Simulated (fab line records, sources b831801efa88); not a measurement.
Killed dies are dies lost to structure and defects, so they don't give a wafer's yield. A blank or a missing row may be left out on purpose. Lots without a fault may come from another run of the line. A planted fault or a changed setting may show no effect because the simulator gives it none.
Tool commonality check | flow sky130 | 14 lots, 42 wafers sampled

WHY IT WAS OPENED
At SKY_POLY_GATE_THK_MEAS_04 the reading POLY_GATE_CVD_03_THK is flagged on 2 of 14 lots. Wafers without a fault read 75.2 nm, standard deviation 0.71.
Rule: a lot is flagged when every wafer of it that has a number lies more than 4 standard deviations from that mean, or none has a number. The other lots count as sound.

lot  | measured     | on            | POLY_GATE_CVD_03_THK (nm), wafer by wafer | flag
L407 | day 15 07:15 | film_metro-02 | 74.0 75.0 74.7                            |
L408 | day 15 16:06 | film_metro-04 | 74.9 75.6 75.3                            |
L409 | day 15 20:28 | film_metro-04 | 74.8 74.8 75.3                            |
L411 | day 16 20:08 | film_metro-02 | 74.4 74.7 74.1                            |
L412 | day 16 21:31 | film_metro-02 | 75.3 75.4 75.1                            |
L413 | day 17 08:12 | film_metro-04 | 38.8 39.6 39.1                            | FLAGGED
L414 | day 17 18:37 | film_metro-04 | 39.3 39.1 39.6                            | FLAGGED
L422 | day 20 19:02 | film_metro-02 | 75.3 76.0 76.0                            |
L423 | day 21 11:11 | film_metro-02 | 74.9 75.1 75.1                            |
L424 | day 21 16:42 | film_metro-04 | 75.3 75.4 75.2                            |
L426 | day 22 02:48 | film_metro-04 | 76.4 76.2 76.6                            |
L427 | day 22 15:40 | film_metro-02 | 74.5 74.4 74.3                            |
L428 | day 23 16:02 | film_metro-04 | 74.1 74.1 74.1                            |
L430 | day 23 16:02 | film_metro-02 | 76.6 75.4 76.5                            |
The numbers of the flagged lots are 39.2 nm on average: -36.0 nm against the usual, or -51 standard deviations.

WHICH TOOL RAN EACH LOT
The record holds 2 process steps before the reading, out of a route of 708 steps. In each cell: the tool, then ch and the chambers that the sampled wafers went through, then the start.
lot  | flag    | SKY_VT_ADJUST_PCH_STRIP_09           | SKY_POLY_GATE_CVD_03
L407 |         | plasma_asher-03 ch 0,1, day 10 13:03 | lpcvd-02 ch 1, day 15 05:53
L408 |         | plasma_asher-03 ch 1, day 10 19:13   | lpcvd-02 ch 0, day 15 14:44
L409 |         | plasma_asher-03 ch 0,1, day 10 23:05 | lpcvd-02 ch 0, day 15 19:05
L411 |         | plasma_asher-01 ch 0,1, day 11 17:22 | lpcvd-02 ch 1, day 16 18:47
L412 |         | plasma_asher-03 ch 0,1, day 11 21:12 | lpcvd-02 ch 1, day 16 20:08
L413 | FLAGGED | plasma_asher-01 ch 0,1, day 12 06:32 | lpcvd-02 ch 0, day 17 06:50
L414 | FLAGGED | plasma_asher-03 ch 0,1, day 12 15:29 | lpcvd-02 ch 0, day 17 17:16
L422 |         | plasma_asher-01 ch 0,1, day 15 08:14 | lpcvd-02 ch 1, day 20 17:41
L423 |         | plasma_asher-02 ch 0,1, day 15 21:53 | lpcvd-02 ch 0, day 21 09:49
L424 |         | plasma_asher-02 ch 0,1, day 16 02:45 | lpcvd-02 ch 0, day 21 14:39
L426 |         | plasma_asher-02 ch 0, day 16 13:31   | lpcvd-02 ch 0, day 22 01:26
L427 |         | plasma_asher-02 ch 1, day 16 22:15   | lpcvd-02 ch 0, day 22 14:17
L428 |         | plasma_asher-01 ch 0,1, day 17 18:43 | lpcvd-02 ch 0, day 23 14:40
L430 |         | plasma_asher-02 ch 0,1, day 17 23:32 | lpcvd-02 ch 0, day 23 14:40
What these steps do:
- SKY_VT_ADJUST_PCH_STRIP_09: strips in O2/N2.
- SKY_POLY_GATE_CVD_03: deposits Si3N4 from DCS/NH3, target thk 75 nm, time 1290 s.
- SKY_POLY_GATE_THK_MEAS_04

FLAGGED OVER TOTAL, TOOL BY TOOL (the gauges that took the reading come last)
step                       | tool            | lots run | flagged | share of the flagged lots | sound lots run after its first flagged lot
SKY_VT_ADJUST_PCH_STRIP_09 | plasma_asher-01 | 4        | 1       | some                      | 2 (L422,L428)
SKY_VT_ADJUST_PCH_STRIP_09 | plasma_asher-02 | 5        | 0       | none                      | -
SKY_VT_ADJUST_PCH_STRIP_09 | plasma_asher-03 | 5        | 1       | some                      | 0
SKY_POLY_GATE_CVD_03       | lpcvd-02        | 14       | 2       | all                       | 7 (L422,L423,L424,L426,L427,L428,L430)
SKY_POLY_GATE_THK_MEAS_04  | film_metro-02   | 7        | 0       | none                      | -
SKY_POLY_GATE_THK_MEAS_04  | film_metro-04   | 7        | 2       | all                       | 3 (L424,L426,L428)

WHAT THE TABLE ALLOWS
2 rows of the table ran every flagged lot: lpcvd-02 at SKY_POLY_GATE_CVD_03, film_metro-04 at SKY_POLY_GATE_THK_MEAS_04.
- lpcvd-02 at SKY_POLY_GATE_CVD_03: 2 of its 14 lots flagged. Sound lots ran on it after the first flagged one (L422, L423, L424, L426, L427, L428, L430), which a lasting fault on the whole tool wouldn't allow.
- film_metro-04 at SKY_POLY_GATE_THK_MEAS_04: 2 of its 7 lots flagged. Sound lots ran on it after the first flagged one (L424, L426, L428), which a lasting fault on the whole tool wouldn't allow.
No row of the table ran every flagged lot and no sound lot after the first.

WHAT THE SIMULATOR HAD PUT IN
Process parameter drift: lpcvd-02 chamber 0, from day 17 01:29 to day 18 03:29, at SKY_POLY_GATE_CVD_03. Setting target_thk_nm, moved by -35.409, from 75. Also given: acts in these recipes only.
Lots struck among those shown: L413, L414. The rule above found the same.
